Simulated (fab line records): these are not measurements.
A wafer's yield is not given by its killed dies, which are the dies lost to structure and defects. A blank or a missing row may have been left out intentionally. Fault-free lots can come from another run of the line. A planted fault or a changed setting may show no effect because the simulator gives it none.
The tool behind it: which one? | flow sky130 | 10 lots, 30 wafers sampled, at 6 steps of a route of 708

WHAT THE GAUGES READ, wafer by wafer
SKY_CAP2M_RS_MEAS_03: a four-point-probe measurement. Usual: CAP2M_TIN_RS 6.91 ohm/sq, standard deviation 0.067.
lot  | measured     | on            | CAP2M_TIN_RS (ohm/sq)         | flag
L962 | day 39 08:13 | film_metro-03 | 6.83 6.85 6.95                |
L963 | day 40 01:28 | film_metro-03 | 6.95 6.82 6.83                |
L968 | day 42 08:26 | film_metro-03 | 6.13 6.05 6.08 6.13 6.06 6.07 | OFF
L971 | day 42 13:32 | film_metro-01 | 6.09 6.08 6.08 6.11 6.09 6.08 | OFF
L973 | day 42 19:12 | film_metro-04 | 6.95 6.93 6.92                |
L976 | day 43 12:41 | film_metro-01 | 6.93 6.86 6.89                |
L981 | day 45 06:29 | film_metro-01 | 6.87 6.84 6.91                |
L982 | day 45 09:10 | film_metro-04 | 6.90 6.86 6.93                |
L983 | day 45 12:10 | film_metro-04 | 6.98 6.95 7.02                |
L985 | day 47 02:11 | film_metro-03 | 6.82 6.96 6.97                |

SKY_CAP2M_THK_MEAS_04: measures by xrf. Usual: CAP2M_TIN_THK 201.8 nm, standard deviation 2.1.
lot  | measured     | on            | CAP2M_TIN_THK (nm)                  | flag
L962 | day 39 08:19 | film_metro-03 | 204.3 204.4 201.4                   |
L963 | day 40 01:35 | film_metro-03 | 202.1 205.6 204.7                   |
L968 | day 42 11:09 | film_metro-03 | 226.0 228.9 227.9 227.1 229.3 229.5 | OFF
L971 | day 42 18:33 | film_metro-01 | 226.5 228.3 228.7 226.8 227.5 228.4 | OFF
L973 | day 42 19:19 | film_metro-04 | 199.6 199.5 200.7                   |
L976 | day 43 12:49 | film_metro-01 | 201.3 202.4 202.4                   |
L981 | day 45 06:37 | film_metro-01 | 202.6 203.3 199.9                   |
L982 | day 45 09:17 | film_metro-04 | 201.5 202.7 200.9                   |
L983 | day 45 12:17 | film_metro-04 | 199.6 199.4 199.0                   |
L985 | day 47 02:18 | film_metro-03 | 205.7 201.4 200.3                   |

EACH LOT AND THE TOOL THAT RAN IT (in order: tool; ch and the chambers of the sampled wafers; start)
lot  | SKY_VIA3_CMP_02               | SKY_VIA3_SPUTTER_20          | SKY_METAL4_SPUTTER_00        | SKY_CAP2M_SPUTTER_02
L962 | cmp-01 ch 0,2, day 38 04:50   | pvd_sputter-01, day 39 06:58 | pvd_sputter-04, day 39 07:51 | pvd_sputter-01, day 39 08:05
L963 | cmp-02 ch 0,3, day 38 23:05   | pvd_sputter-04, day 40 00:28 | pvd_sputter-03, day 40 01:08 | pvd_sputter-04, day 40 01:22
L968 | cmp-01 ch 0,1,3, day 41 07:41 | pvd_sputter-04, day 42 07:22 | pvd_sputter-02, day 42 08:02 | pvd_sputter-01, day 42 08:17
L971 | cmp-02 ch 0,2,3, day 41 12:23 | pvd_sputter-04, day 42 12:30 | pvd_sputter-02, day 42 13:10 | pvd_sputter-01, day 42 13:25
L973 | cmp-02 ch 0,2, day 41 17:52   | pvd_sputter-02, day 42 18:11 | pvd_sputter-04, day 42 18:52 | pvd_sputter-03, day 42 19:06
L976 | cmp-02 ch 1,2,3, day 42 11:57 | pvd_sputter-02, day 43 11:05 | pvd_sputter-04, day 43 12:20 | pvd_sputter-03, day 43 12:35
L981 | cmp-02 ch 0,1,2, day 44 06:22 | pvd_sputter-04, day 45 05:29 | pvd_sputter-04, day 45 06:08 | pvd_sputter-03, day 45 06:23
L982 | cmp-02 ch 2,3, day 44 08:53   | pvd_sputter-04, day 45 07:40 | pvd_sputter-03, day 45 08:49 | pvd_sputter-04, day 45 09:04
L983 | cmp-02 ch 0,1,2, day 44 11:46 | pvd_sputter-04, day 45 11:09 | pvd_sputter-02, day 45 11:49 | pvd_sputter-03, day 45 12:03
L985 | cmp-02 ch 0,3, day 46 04:02   | pvd_sputter-04, day 47 01:10 | pvd_sputter-03, day 47 01:49 | pvd_sputter-04, day 47 02:04
- SKY_VIA3_CMP_02: polishes SiO2.
- SKY_VIA3_SPUTTER_20: material TiN, target thk 20 nm, time 80 s.
- SKY_METAL4_SPUTTER_00: material Ti, target thk 15 nm, time 10 s.
- SKY_CAP2M_SPUTTER_02: material TiN, target thk 200 nm, time 166.7 s.

AS READ BY THE TOOLS THEMSELVES (means over the sampled wafers that have a number; for cases with no such wafer, the mark the record gives instead)
SKY_VIA3_CMP_02. Usual: motor_current_A reads 12.5 A (standard deviation 0.82).
lot  | tool   | motor_current_A (A) | flag
L962 | cmp-01 | 11.3                |
L963 | cmp-02 | 12.4                |
L968 | cmp-01 | 12.2                |
L971 | cmp-02 | 12.3                |
L973 | cmp-02 | 12.8                |
L976 | cmp-02 | 13.1                |
L981 | cmp-02 | 12.7                |
L982 | cmp-02 | 13.0                |
L983 | cmp-02 | 12.8                |
L985 | cmp-02 | 12.3                |

SKY_VIA3_SPUTTER_20. Usual: throttle_valve_pct reads 30.2 % (standard deviation 1).
lot  | tool           | throttle_valve_pct (%) | flag
L962 | pvd_sputter-01 | 30.9                   |
L963 | pvd_sputter-04 | 30.9                   |
L968 | pvd_sputter-04 | 29.1                   |
L971 | pvd_sputter-04 | 29.6                   |
L973 | pvd_sputter-02 | 29.9                   |
L976 | pvd_sputter-02 | 29.8                   |
L981 | pvd_sputter-04 | 31.0                   |
L982 | pvd_sputter-04 | 30.3                   |
L983 | pvd_sputter-04 | 30.3                   |
L985 | pvd_sputter-04 | 30.0                   |

SKY_METAL4_SPUTTER_00. Usual: throttle_valve_pct reads 30.0 % (standard deviation 1.1).
lot  | tool           | throttle_valve_pct (%) | flag
L962 | pvd_sputter-04 | 31.4                   |
L963 | pvd_sputter-03 | 29.4                   |
L968 | pvd_sputter-02 | 29.8                   |
L971 | pvd_sputter-02 | 29.7                   |
L973 | pvd_sputter-04 | 30.1                   |
L976 | pvd_sputter-04 | 30.2                   |
L981 | pvd_sputter-04 | 30.8                   |
L982 | pvd_sputter-03 | 29.4                   |
L983 | pvd_sputter-02 | 29.7                   |
L985 | pvd_sputter-03 | 29.5                   |

SKY_CAP2M_SPUTTER_02. Usual: substrate_temp_c 300.00 C, standard deviation 0.18; throttle_valve_pct 30.2 %, standard deviation 1.
lot  | tool           | substrate_temp_c (C) | throttle_valve_pct (%) | flag
L962 | pvd_sputter-01 | 299.92               | 31.0                   |
L963 | pvd_sputter-04 | 300.10               | 30.9                   |
L968 | pvd_sputter-01 | 300.09               | 30.5                   |
L971 | pvd_sputter-01 | 299.89               | 30.5                   |
L973 | pvd_sputter-03 | 299.81               | 29.1                   |
L976 | pvd_sputter-03 | 299.87               | 29.3                   |
L981 | pvd_sputter-03 | 300.01               | 29.4                   |
L982 | pvd_sputter-04 | 300.07               | 29.7                   |
L983 | pvd_sputter-03 | 299.99               | 29.3                   |
L985 | pvd_sputter-04 | 300.08               | 29.7                   |

THE ANSWER, worked out from the rows above alone
Rule: take the mean of a lot's wafers that have a number; if it is more than 3 standard deviations from the usual mean, the lot is off. A lot without any number at a reading at which 4 lots or more have one is off too. Where the step has rows for the other lots, those lots are counted as sound. Order of review: gauges by route order, followed by the tools' own readings, for which a lot's mean as printed above is used. At the first step where some lot is off, the reading lying furthest off is the one used; lots without a number count as furthest.
Off: L968, L971, seen at SKY_CAP2M_RS_MEAS_03 (CAP2M_TIN_RS).
If a tool, at a process step before that reading, ran all the lots that are off and no sound lot after the first of them, it fits. The gauges at SKY_CAP2M_RS_MEAS_03 are tried like those tools. One candidate fits, namely pvd_sputter-01 at SKY_CAP2M_SPUTTER_02. A fault onset in the window from L962 (day 39 08:05, its last sound lot) to L968 (day 42 08:17, its first lot off) fits.

WHAT HAD BEEN PUT IN BY THE SIMULATOR
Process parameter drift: pvd_sputter-01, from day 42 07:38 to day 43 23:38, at SKY_CAP2M_SPUTTER_02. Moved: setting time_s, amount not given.
Lots struck among those shown: L968, L971. Same finding as the rule above.
